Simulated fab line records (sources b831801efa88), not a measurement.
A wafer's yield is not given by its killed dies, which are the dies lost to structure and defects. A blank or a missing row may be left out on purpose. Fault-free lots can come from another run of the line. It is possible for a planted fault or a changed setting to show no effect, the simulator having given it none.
Which tool did it? / flow sky130 / 42 wafers from 14 lots sampled at 5 of the route's 708 steps

## WHAT THE GAUGES SHOWED, per wafer
SKY_FIELD_ISO_THK_MEAS_25. Usual: FIELD_ISO_CVD_24_THK 593 nm, standard deviation 6.3.
lot=L578; measured=day 2 13:00; on=film-metro-04; FIELD_ISO_CVD_24_THK (nm)=585 586 585; flag=
lot=L579; measured=day 2 18:25; on=film-metro-01; FIELD_ISO_CVD_24_THK (nm)=601 597 591; flag=
lot=L581; measured=day 3 06:57; on=film-metro-04; FIELD_ISO_CVD_24_THK (nm)=584 584 587; flag=
lot=L588; measured=day 4 17:26; on=film-metro-04; FIELD_ISO_CVD_24_THK (nm)=602 612 598; flag=
lot=L590; measured=day 5 03:21; on=film-metro-03; FIELD_ISO_CVD_24_THK (nm)=590 598 586; flag=
lot=L591; measured=day 5 07:44; on=film-metro-04; FIELD_ISO_CVD_24_THK (nm)=599 584 586; flag=
lot=L592; measured=day 5 12:35; on=film-metro-04; FIELD_ISO_CVD_24_THK (nm)=583 584 597; flag=
lot=L593; measured=day 5 19:31; on=film-metro-04; FIELD_ISO_CVD_24_THK (nm)=595 595 600; flag=
lot=L594; measured=day 6 05:11; on=film-metro-04; FIELD_ISO_CVD_24_THK (nm)=607 604 593; flag=
lot=L595; measured=day 6 05:15; on=film-metro-01; FIELD_ISO_CVD_24_THK (nm)=591 596 591; flag=
lot=L596; measured=day 6 10:23; on=film-metro-04; FIELD_ISO_CVD_24_THK (nm)=590 586 584; flag=
lot=L597; measured=day 6 15:40; on=film-metro-03; FIELD_ISO_CVD_24_THK (nm)=600 591 592; flag=
lot=L598; measured=day 6 20:52; on=film-metro-01; FIELD_ISO_CVD_24_THK (nm)=598 589 595; flag=
lot=L600; measured=day 7 05:58; on=film-metro-03; FIELD_ISO_CVD_24_THK (nm)=588 588 588; flag=

SKY_PWDE_TW_MEAS_10. Usual: PWDE_TW 375.9, standard deviation 2.7.
lot=L578; measured=day 4 02:40; on=film-metro-02; PWDE_TW=374.4 375.5 373.4; flag=
lot=L579; measured=day 4 09:04; on=film-metro-02; PWDE_TW=375.9 375.1 373.3; flag=
lot=L581; measured=day 4 22:16; on=film-metro-01; PWDE_TW=378.0 378.4 377.9; flag=
lot=L588; measured=day 6 11:29; on=film-metro-02; PWDE_TW=373.4 372.1 374.6; flag=
lot=L590; measured=day 6 22:30; on=film-metro-01; PWDE_TW=378.5 379.8 379.3; flag=
lot=L591; measured=day 7 03:15; on=film-metro-01; PWDE_TW=376.1 376.9 378.2; flag=
lot=L592; measured=day 7 07:31; on=film-metro-02; PWDE_TW=373.9 372.6 371.7; flag=
lot=L593; measured=day 7 14:32; on=film-metro-01; PWDE_TW=376.9 377.4 377.6; flag=
lot=L594; measured=day 8 00:15; on=film-metro-01; PWDE_TW=375.6 377.2 377.9; flag=
lot=L595; measured=day 8 02:33; on=film-metro-03; PWDE_TW=377.7 379.3 376.9; flag=
lot=L596; measured=day 8 04:57; on=film-metro-03; PWDE_TW=374.6 375.0 376.0; flag=
lot=L597; measured=day 8 13:45; on=film-metro-02; PWDE_TW=371.5 371.9 372.7; flag=
lot=L598; measured=day 8 18:33; on=film-metro-03; PWDE_TW=378.6 378.3 378.1; flag=
lot=L600; measured=day 9 05:25; on=film-metro-02; PWDE_TW=373.4 372.2 373.6; flag=

SKY_NWELL_TW_MEAS_26. Usual: NWELL_2_TW 499, standard deviation 3.3.
lot=L578; measured=day 5 13:31; on=film-metro-03; NWELL_2_TW=499 500 501; flag=
lot=L579; measured=day 5 21:25; on=film-metro-03; NWELL_2_TW=500 499 501; flag=
lot=L581; measured=day 6 11:49; on=film-metro-01; NWELL_2_TW=502 505 504; flag=
lot=L588; measured=day 8 03:30; on=film-metro-03; NWELL_2_TW=502 504 503; flag=
lot=L590; measured=day 8 15:01; on=film-metro-03; NWELL_2_TW=502 503 502; flag=
lot=L591; measured=day 8 21:06; on=film-metro-03; NWELL_2_TW=498 502 499; flag=
lot=L592; measured=day 9 01:25; on=film-metro-02; NWELL_2_TW=497 495 494; flag=
lot=L593; measured=day 9 08:58; on=film-metro-03; NWELL_2_TW=502 502 503; flag=
lot=L594; measured=day 9 18:16; on=film-metro-01; NWELL_2_TW=498 500 502; flag=
lot=L595; measured=day 9 22:36; on=film-metro-01; NWELL_2_TW=502 501 501; flag=
lot=L596; measured=day 10 01:07; on=film-metro-02; NWELL_2_TW=497 495 490; flag=
lot=L597; measured=day 10 09:19; on=film-metro-03; NWELL_2_TW=498 498 496; flag=
lot=L598; measured=day 10 14:55; on=film-metro-02; NWELL_2_TW=493 495 493; flag=
lot=L600; measured=day 11 02:28; on=film-metro-01; NWELL_2_TW=499 502 501; flag=

SKY_NWELL_RS_MEAS_29: the measuring method here is four-point-probe. Usual: NWELL_RS 622.9 ohm/sq, standard deviation 2.2.
lot=L578; measured=day 5 13:45; on=film-metro-02; NWELL_RS (ohm/sq)=602.2 602.8 602.2; flag=OFF
lot=L579; measured=day 5 21:37; on=film-metro-02; NWELL_RS (ohm/sq)=619.1 619.1 620.9; flag=
lot=L581; measured=day 6 12:01; on=film-metro-03; NWELL_RS (ohm/sq)=605.1 608.5 607.6; flag=OFF
lot=L588; measured=day 8 03:43; on=film-metro-02; NWELL_RS (ohm/sq)=603.4 602.7 603.9; flag=OFF
lot=L590; measured=day 8 15:15; on=film-metro-03; NWELL_RS (ohm/sq)=627.7 624.9 625.6; flag=
lot=L591; measured=day 8 21:19; on=film-metro-01; NWELL_RS (ohm/sq)=621.3 620.2 618.6; flag=
lot=L592; measured=day 9 01:39; on=film-metro-03; NWELL_RS (ohm/sq)=625.4 625.3 625.2; flag=
lot=L593; measured=day 9 09:12; on=film-metro-02; NWELL_RS (ohm/sq)=620.2 621.6 620.2; flag=
lot=L594; measured=day 9 18:29; on=film-metro-03; NWELL_RS (ohm/sq)=622.5 621.4 622.3; flag=
lot=L595; measured=day 9 22:49; on=film-metro-01; NWELL_RS (ohm/sq)=623.0 620.7 623.4; flag=
lot=L596; measured=day 10 01:20; on=film-metro-03; NWELL_RS (ohm/sq)=626.5 628.3 627.1; flag=
lot=L597; measured=day 10 09:31; on=film-metro-01; NWELL_RS (ohm/sq)=621.7 623.4 623.9; flag=
lot=L598; measured=day 10 15:07; on=film-metro-03; NWELL_RS (ohm/sq)=624.0 620.4 622.6; flag=
lot=L600; measured=day 11 02:48; on=film-metro-03; NWELL_RS (ohm/sq)=626.8 626.8 625.6; flag=

## TOOL THAT RAN EACH LOT (tool first, then ch and the chambers of the sampled wafers, then the start)
lot=L578; SKY_NWELL_IMPLANT_13=implanter-02 ch 0, day 4 19:58
lot=L579; SKY_NWELL_IMPLANT_13=implanter-01 ch 0, day 5 03:10
lot=L581; SKY_NWELL_IMPLANT_13=implanter-02 ch 0, day 5 15:55
lot=L588; SKY_NWELL_IMPLANT_13=implanter-01 ch 0, day 7 06:42
lot=L590; SKY_NWELL_IMPLANT_13=implanter-01 ch 0, day 7 18:14
lot=L591; SKY_NWELL_IMPLANT_13=implanter-03 ch 0, day 7 23:48
lot=L592; SKY_NWELL_IMPLANT_13=implanter-03 ch 0, day 8 03:44
lot=L593; SKY_NWELL_IMPLANT_13=implanter-02 ch 0, day 8 11:04
lot=L594; SKY_NWELL_IMPLANT_13=implanter-02 ch 0, day 8 20:50
lot=L595; SKY_NWELL_IMPLANT_13=implanter-03 ch 0, day 9 00:31
lot=L596; SKY_NWELL_IMPLANT_13=implanter-02 ch 0, day 9 03:20
lot=L597; SKY_NWELL_IMPLANT_13=implanter-03 ch 0, day 9 10:46
lot=L598; SKY_NWELL_IMPLANT_13=implanter-03 ch 0, day 9 15:45
lot=L600; SKY_NWELL_IMPLANT_13=implanter-02 ch 0, day 10 03:21
- SKY_NWELL_IMPLANT_13

## WHAT THE TOOLS THEMSELVES READ (means of the sampled wafers that have a number; where no wafer has one, the mark that the record gives instead)
The record holds no such reading with a usual standard deviation.

## THE ANSWER, worked out from the rows above alone
Rule: a lot is off if the mean of its wafers that have a number lies more than 3 standard deviations from the usual mean. A lot without any number at a reading at which 4 lots or more have one is off too. The other lots that the step has rows for count as sound. The gauges are gone through in route order, then the tools' own readings, and for those a lot's mean is taken as printed above. The first step at which some lot is off is used, and at that step the reading that is off furthest; a lot without a number counts as furthest.
Off: L578, L581, L588, seen at SKY_NWELL_RS_MEAS_29 (NWELL_RS).
A tool fits if, at a process step before that reading, it ran every lot that is off, and no sound lot after the first of them. The gauges at SKY_NWELL_RS_MEAS_29 are tried like those tools. None of those tried fits.

## WHAT THE SIMULATOR PUT IN
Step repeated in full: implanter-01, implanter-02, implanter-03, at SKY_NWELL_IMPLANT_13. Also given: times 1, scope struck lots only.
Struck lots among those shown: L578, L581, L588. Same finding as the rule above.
